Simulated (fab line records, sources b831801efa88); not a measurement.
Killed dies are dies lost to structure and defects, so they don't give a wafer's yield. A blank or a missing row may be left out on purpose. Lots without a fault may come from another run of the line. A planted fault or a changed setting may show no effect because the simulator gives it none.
Which tool did it? | flow sky130 | 14 lots, 42 wafers sampled, at 4 steps of a route of 708

WHAT THE GAUGES READ, wafer by wafer
SKY_LDD_HVN_OVL_MEAS_07. Usual: LDD_HVN_OVL 0.0 nm, standard deviation 1.4.
lot  | measured     | on         | LDD_HVN_OVL (nm) | flag
L586 | day 20 07:05 | overlay-01 | 1.8 1.6 1.9      |
L587 | day 20 16:15 | overlay-02 | 0.4 -0.4 -0.2    |
L588 | day 20 22:36 | overlay-02 | 1.0 1.1 0.8      |
L590 | day 21 19:47 | overlay-01 | 0.2 -0.1 -0.1    |
L593 | day 22 23:24 | overlay-02 | -0.2 -0.7 0.0    |
L594 | day 23 08:37 | overlay-02 | 0.5 -1.8 -0.1    |
L595 | day 23 16:26 | overlay-02 | -1.4 0.8 0.8     |
L598 | day 24 16:44 | overlay-01 | 0.8 3.0 3.1      |
L600 | day 25 10:47 | overlay-02 | -0.8 -2.4 -0.6   |
L601 | day 25 20:50 | overlay-02 | -2.4 -1.1 -0.8   |
L603 | day 26 12:29 | overlay-02 | 0.4 -0.6 -0.6    |
L605 | day 27 09:47 | overlay-01 | -0.2 1.3 -1.0    |
L606 | day 27 13:36 | overlay-01 | 1.4 1.0 2.4      |
L607 | day 28 01:39 | overlay-02 | 0.2 -0.7 -0.8    |

SKY_SPACER_THK_MEAS_01. Usual: SPACER_CVD_00_THK 43.1 nm, standard deviation 0.4.
lot  | measured     | on            | SPACER_CVD_00_THK (nm) | flag
L586 | day 23 00:48 | film_metro-01 | 43.8 43.3 43.6         |
L587 | day 23 09:50 | film_metro-01 | 43.6 43.3 43.7         |
L588 | day 23 13:29 | film_metro-01 | 43.5 43.6 43.6         |
L590 | day 24 10:23 | film_metro-01 | 42.9 42.9 42.8         |
L593 | day 25 14:01 | film_metro-02 | 42.4 43.0 43.2         |
L594 | day 25 22:44 | film_metro-04 | 42.9 43.3 42.8         |
L595 | day 26 07:11 | film_metro-04 | 42.9 42.8 43.0         |
L598 | day 27 06:13 | film_metro-01 | 42.7 42.8 42.6         |
L600 | day 27 23:56 | film_metro-04 | 42.8 42.5 42.5         |
L601 | day 28 09:03 | film_metro-04 | 42.9 42.8 42.9         |
L603 | day 29 00:42 | film_metro-04 | 43.3 43.7 43.6         |
L605 | day 29 20:31 | film_metro-02 | 42.9 43.0 42.9         |
L606 | day 30 03:14 | film_metro-04 | 43.4 43.1 43.2         |
L607 | day 30 14:07 | film_metro-01 | 42.8 42.9 42.6         |

SKY_SD_P_TW_MEAS_11. Usual: SD_P_TW 2850, standard deviation 18.
lot  | measured     | on            | SD_P_TW        | flag
L586 | day 25 13:26 | film_metro-04 | 2859 2831 2841 |
L587 | day 25 22:30 | film_metro-04 | 2841 2852 2834 |
L588 | day 26 01:04 | film_metro-02 | 2855 2866 2874 |
L590 | day 26 21:14 | film_metro-03 | 2847 2849 2855 |
L593 | day 28 00:58 | film_metro-02 | 2871 2868 2875 |
L594 | day 28 09:11 | film_metro-04 | 2834 2828 2835 |
L595 | day 28 18:02 | film_metro-03 | 2844 2825 2833 |
L598 | day 29 14:56 | film_metro-03 | 2840 2843 2860 |
L600 | day 30 08:36 | film_metro-03 | 2848 2858 2834 |
L601 | day 30 16:33 | film_metro-02 | 2868 2879 2866 |
L603 | day 31 09:48 | film_metro-02 | 2882 2880 2858 |
L605 | day 32 04:08 | film_metro-03 | 2816 2827 2828 |
L606 | day 32 10:53 | film_metro-02 | 2876 2870 2877 |
L607 | day 32 21:30 | film_metro-03 | 2843 2836 2834 |

WHICH TOOL RAN EACH LOT (tool, then ch and the chambers of the sampled wafers, then the start)
lot  | SKY_SD_P_PEB_05
L586 | litho_track-03 ch 0, day 25 12:45
L587 | litho_track-04 ch 0, day 25 21:49
L588 | litho_track-01 ch 0, day 26 00:22
L590 | litho_track-04 ch 0, day 26 20:32
L593 | litho_track-04 ch 0, day 28 00:17
L594 | litho_track-03 ch 0, day 28 08:28
L595 | litho_track-03 ch 0, day 28 17:21
L598 | litho_track-04 ch 0, day 29 14:14
L600 | litho_track-03, day 30 07:55
L601 | litho_track-01, day 30 15:50
L603 | litho_track-01 ch 0, day 31 09:05
L605 | litho_track-04 ch 0, day 32 03:26
L606 | litho_track-03 ch 0, day 32 10:12
L607 | litho_track-03 ch 0, day 32 20:49
- SKY_SD_P_PEB_05

WHAT THE TOOLS THEMSELVES READ (means of the sampled wafers that have a number; where no wafer has one, the mark that the record gives instead)
SKY_SD_P_PEB_05. Usual: exhaust_pa 45.0 Pa, standard deviation 0.94.
lot  | tool           | exhaust_pa (Pa) | flag
L586 | litho_track-03 | 45.0            |
L587 | litho_track-04 | 44.3            |
L588 | litho_track-01 | 45.2            |
L590 | litho_track-04 | 45.7            |
L593 | litho_track-04 | 43.5            |
L594 | litho_track-03 | 44.7            |
L595 | litho_track-03 | 44.1            |
L598 | litho_track-04 | 45.2            |
L600 | litho_track-03 | -               | OFF
L601 | litho_track-01 | -               | OFF
L603 | litho_track-01 | 45.0            |
L605 | litho_track-04 | 44.4            |
L606 | litho_track-03 | 45.9            |
L607 | litho_track-03 | 44.4            |

THE ANSWER, worked out from the rows above alone
Rule: a lot is off if the mean of its wafers that have a number lies more than 3 standard deviations from the usual mean. A lot without any number at a reading at which 4 lots or more have one is off too. The other lots that the step has rows for count as sound. The gauges are gone through in route order, then the tools' own readings, and for those a lot's mean is taken as printed above. The first step at which some lot is off is used, and at that step the reading that is off furthest; a lot without a number counts as furthest.
Off: L600, L601, at SKY_SD_P_PEB_05 (exhaust_pa). Without a number there: L600, L601.
A tool fits if, at that step or a process step before it, it ran every lot that is off, and no sound lot after the first of them. None of those tried fits.

WHAT THE SIMULATOR HAD PUT IN
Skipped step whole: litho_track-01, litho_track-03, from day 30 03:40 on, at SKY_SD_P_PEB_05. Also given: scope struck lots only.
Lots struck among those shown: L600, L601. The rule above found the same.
